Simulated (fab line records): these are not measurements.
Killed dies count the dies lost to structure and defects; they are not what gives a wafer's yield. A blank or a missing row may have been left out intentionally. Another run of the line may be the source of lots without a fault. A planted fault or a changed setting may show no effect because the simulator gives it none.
What tool caused it? / flow sky130 / 39 wafers from 13 lots sampled at 4 of the route's 708 steps

== WHAT EACH GAUGE READ, for each wafer ==
SKY_POLY_GATE_CD_MEAS_22. Usual: cd nm reads 149.4 nm (standard deviation 1.6).
lot=L250; measured=day 16 07:58; on=cd sem-01; cd nm (nm)=150.0 150.4 149.3; flag=
lot=L251; measured=day 16 23:10; on=cd sem-02; cd nm (nm)=150.2 153.3 151.7; flag=
lot=L252; measured=day 17 02:58; on=cd sem-01; cd nm (nm)=151.3 148.7 149.7; flag=
lot=L254; measured=day 18 00:39; on=cd sem-02; cd nm (nm)=150.7 150.7 148.2; flag=
lot=L255; measured=day 18 08:05; on=cd sem-01; cd nm (nm)=150.5 150.8 152.0; flag=
lot=L257; measured=day 18 16:02; on=cd sem-01; cd nm (nm)=150.2 147.9 148.7; flag=
lot=L258; measured=day 19 08:35; on=cd sem-01; cd nm (nm)=145.3 148.3 148.7; flag=
lot=L264; measured=day 23 00:35; on=cd sem-02; cd nm (nm)=149.7 146.8 148.5; flag=
lot=L263; measured=day 23 03:32; on=cd sem-02; cd nm (nm)=150.3 149.5 151.5; flag=
lot=L265; measured=day 23 03:43; on=cd sem-02; cd nm (nm)=150.8 150.8 149.1; flag=
lot=L270; measured=day 24 00:29; on=cd sem-01; cd nm (nm)=149.8 148.2 151.7; flag=
lot=L271; measured=day 25 07:53; on=cd sem-01; cd nm (nm)=148.6 148.2 149.5; flag=
lot=L273; measured=day 25 08:03; on=cd sem-01; cd nm (nm)=147.7 149.8 148.1; flag=

SKY_LDD_P_TW_MEAS_11. Usual: LDD_P_TW 629, standard deviation 6.7.
lot=L250; measured=day 18 18:57; on=film metro-04; LDD_P_TW=639 641 638; flag=
lot=L251; measured=day 19 12:01; on=film metro-01; LDD_P_TW=634 627 630; flag=
lot=L252; measured=day 19 16:53; on=film metro-03; LDD_P_TW=630 629 630; flag=
lot=L254; measured=day 20 16:36; on=film metro-01; LDD_P_TW=624 619 620; flag=
lot=L255; measured=day 20 21:44; on=film metro-04; LDD_P_TW=637 636 636; flag=
lot=L257; measured=day 21 07:21; on=film metro-04; LDD_P_TW=638 640 639; flag=
lot=L258; measured=day 21 23:55; on=film metro-03; LDD_P_TW=633 633 631; flag=
lot=L264; measured=day 25 12:56; on=film metro-04; LDD_P_TW=634 633 636; flag=
lot=L263; measured=day 25 14:45; on=film metro-04; LDD_P_TW=633 632 639; flag=
lot=L265; measured=day 25 15:03; on=film metro-04; LDD_P_TW=636 635 635; flag=
lot=L270; measured=day 26 12:55; on=film metro-01; LDD_P_TW=627 625 625; flag=
lot=L271; measured=day 27 20:16; on=film metro-01; LDD_P_TW=625 628 625; flag=
lot=L273; measured=day 27 20:34; on=film metro-04; LDD_P_TW=640 641 640; flag=

== WHAT TOOL EACH LOT RAN ON (gives the tool, then ch and the chambers of the sampled wafers, and finally the start) ==
lot=L250; SKY_POLY_GATE_ETCH_15=rie diel-04 ch 0,1, day 16 04:59; SKY_LDD_P_DEVELOP_06=litho track-03 ch 0, day 18 18:24
lot=L251; SKY_POLY_GATE_ETCH_15=rie diel-01 ch 0,1,2, day 16 19:26; SKY_LDD_P_DEVELOP_06=litho track-02 ch 0, day 19 11:29
lot=L252; SKY_POLY_GATE_ETCH_15=rie diel-01 ch 0,1,2, day 17 00:11; SKY_LDD_P_DEVELOP_06=litho track-01 ch 0, day 19 16:20
lot=L254; SKY_POLY_GATE_ETCH_15=rie diel-04 ch 0,3, day 17 21:32; SKY_LDD_P_DEVELOP_06=litho track-01 ch 0, day 20 16:04
lot=L255; SKY_POLY_GATE_ETCH_15=rie diel-04 ch 1,3, day 18 05:44; SKY_LDD_P_DEVELOP_06=litho track-03 ch 0, day 20 21:11
lot=L257; SKY_POLY_GATE_ETCH_15=rie diel-03 ch 0,2,3, day 18 13:17; SKY_LDD_P_DEVELOP_06=litho track-01 ch 0, day 21 06:49
lot=L258; SKY_POLY_GATE_ETCH_15=rie diel-01 ch 0,2, day 19 06:50; SKY_LDD_P_DEVELOP_06=litho track-01 ch 0, day 21 23:23
lot=L264; SKY_POLY_GATE_ETCH_15=rie diel-03 ch 0,1, day 22 22:38; SKY_LDD_P_DEVELOP_06=litho track-01 ch 0, day 25 12:23
lot=L263; SKY_POLY_GATE_ETCH_15=rie diel-01 ch 1,2, day 23 00:44; SKY_LDD_P_DEVELOP_06=litho track-01 ch 0, day 25 14:13
lot=L265; SKY_POLY_GATE_ETCH_15=rie diel-04 ch 0,1, day 23 01:05; SKY_LDD_P_DEVELOP_06=litho track-01 ch 0, day 25 14:31
lot=L270; SKY_POLY_GATE_ETCH_15=rie diel-01 ch 0,1,2, day 23 22:47; SKY_LDD_P_DEVELOP_06=litho track-02 ch 0, day 26 12:21
lot=L271; SKY_POLY_GATE_ETCH_15=rie diel-03 ch 0,1,3, day 25 05:10; SKY_LDD_P_DEVELOP_06=litho track-02 ch 0, day 27 19:42
lot=L273; SKY_POLY_GATE_ETCH_15=rie diel-01 ch 2,3, day 25 05:35; SKY_LDD_P_DEVELOP_06=litho track-02 ch 0, day 27 20:00
- SKY_POLY_GATE_ETCH_15: etches BARC in N2/H2, stops on SiO2, time 118.5 s, target depth 110 nm.
- SKY_LDD_P_DEVELOP_06: develop time 60 s.

== AS READ BY THE TOOLS THEMSELVES (means over the sampled wafers that have a number; for cases with no such wafer, the mark the record gives instead) ==
SKY_POLY_GATE_ETCH_15. Usual: drypump motor current A 5.9 A, standard deviation 0.6; h2 flow sccm 200.0 sccm, standard deviation 0.58; oes product au 0.717 a.u., standard deviation 0.0046; throttle valve pct 13.214 %, standard deviation 0.0095.
lot=L250; tool=rie diel-04; drypump motor current A (A)=5.6; h2 flow sccm (sccm)=200.4; oes product au (a.u.)=0.717; throttle valve pct (%)=13.210; flag=
lot=L251; tool=rie diel-01; drypump motor current A (A)=6.1; h2 flow sccm (sccm)=199.9; oes product au (a.u.)=0.718; throttle valve pct (%)=13.213; flag=
lot=L252; tool=rie diel-01; drypump motor current A (A)=6.1; h2 flow sccm (sccm)=200.0; oes product au (a.u.)=0.717; throttle valve pct (%)=13.210; flag=
lot=L254; tool=rie diel-04; drypump motor current A (A)=6.0; h2 flow sccm (sccm)=200.0; oes product au (a.u.)=0.715; throttle valve pct (%)=13.220; flag=
lot=L255; tool=rie diel-04; drypump motor current A (A)=5.8; h2 flow sccm (sccm)=199.7; oes product au (a.u.)=0.714; throttle valve pct (%)=13.210; flag=
lot=L257; tool=rie diel-03; drypump motor current A (A)=5.5; h2 flow sccm (sccm)=200.3; oes product au (a.u.)=0.721; throttle valve pct (%)=13.213; flag=
lot=L258; tool=rie diel-01; drypump motor current A (A)=6.0; h2 flow sccm (sccm)=200.5; oes product au (a.u.)=0.718; throttle valve pct (%)=13.215; flag=
lot=L264; tool=rie diel-03; drypump motor current A (A)=5.7; h2 flow sccm (sccm)=199.4; oes product au (a.u.)=0.712; throttle valve pct (%)=13.212; flag=
lot=L263; tool=rie diel-01; drypump motor current A (A)=6.2; h2 flow sccm (sccm)=199.8; oes product au (a.u.)=0.716; throttle valve pct (%)=13.220; flag=
lot=L265; tool=rie diel-04; drypump motor current A (A)=5.8; h2 flow sccm (sccm)=199.6; oes product au (a.u.)=0.716; throttle valve pct (%)=13.222; flag=
lot=L270; tool=rie diel-01; drypump motor current A (A)=6.1; h2 flow sccm (sccm)=200.0; oes product au (a.u.)=0.722; throttle valve pct (%)=13.212; flag=
lot=L271; tool=rie diel-03; drypump motor current A (A)=5.4; h2 flow sccm (sccm)=199.8; oes product au (a.u.)=0.712; throttle valve pct (%)=13.222; flag=
lot=L273; tool=rie diel-01; drypump motor current A (A)=6.1; h2 flow sccm (sccm)=199.6; oes product au (a.u.)=0.716; throttle valve pct (%)=13.207; flag=

SKY_LDD_P_DEVELOP_06. Usual: developer temp C reads 23.01 C (standard deviation 0.11).
lot=L250; tool=litho track-03; developer temp C (C)=23.08; flag=
lot=L251; tool=litho track-02; developer temp C (C)=23.06; flag=
lot=L252; tool=litho track-01; developer temp C (C)=22.94; flag=
lot=L254; tool=litho track-01; developer temp C (C)=23.04; flag=
lot=L255; tool=litho track-03; developer temp C (C)=22.96; flag=
lot=L257; tool=litho track-01; developer temp C (C)=22.97; flag=
lot=L258; tool=litho track-01; developer temp C (C)=22.99; flag=
lot=L264; tool=litho track-01; developer temp C (C)=22.39; flag=OFF
lot=L263; tool=litho track-01; developer temp C (C)=22.26; flag=OFF
lot=L265; tool=litho track-01; developer temp C (C)=22.44; flag=OFF
lot=L270; tool=litho track-02; developer temp C (C)=22.92; flag=
lot=L271; tool=litho track-02; developer temp C (C)=22.98; flag=
lot=L273; tool=litho track-02; developer temp C (C)=22.99; flag=

== THE ANSWER, worked out from the rows above alone ==
Rule: lot off if the mean of its wafers having a number is beyond 3 standard deviations from the usual mean. Also off: a lot with no number at a reading for which 4 or more lots have one. Where the step has rows for the other lots, those lots are counted as sound. Order of review: gauges by route order, followed by the tools' own readings, for which a lot's mean as printed above is used. At the first step where some lot is off, the reading lying furthest off is the one used; lots without a number count as furthest.
Off: L264, L263, L265 (SKY_LDD_P_DEVELOP_06, developer temp C).
If a tool, at that step or one of the process steps before it, ran each lot that is off and ran no sound lot following the first of them, it fits. One fits: SKY_LDD_P_DEVELOP_06 on litho track-01. A fault onset in the window from L258 (day 21 23:23, its last sound lot) to L264 (day 25 12:23, its first lot off) fits.
On the lots that are off, the tool's own readings at SKY_LDD_P_DEVELOP_06 differ by more than 5 times the standard deviation of the sound lots' means, which bears it out; developer temp C reads 22.36 C there versus 22.99 C on the sound lots.

== WHAT WAS PUT IN BY THE SIMULATOR ==
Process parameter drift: litho track-01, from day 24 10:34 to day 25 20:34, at SKY_LDD_P_DEVELOP_06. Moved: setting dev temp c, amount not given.
Lots struck among those shown: L264, L263, L265. The rule above found the same.
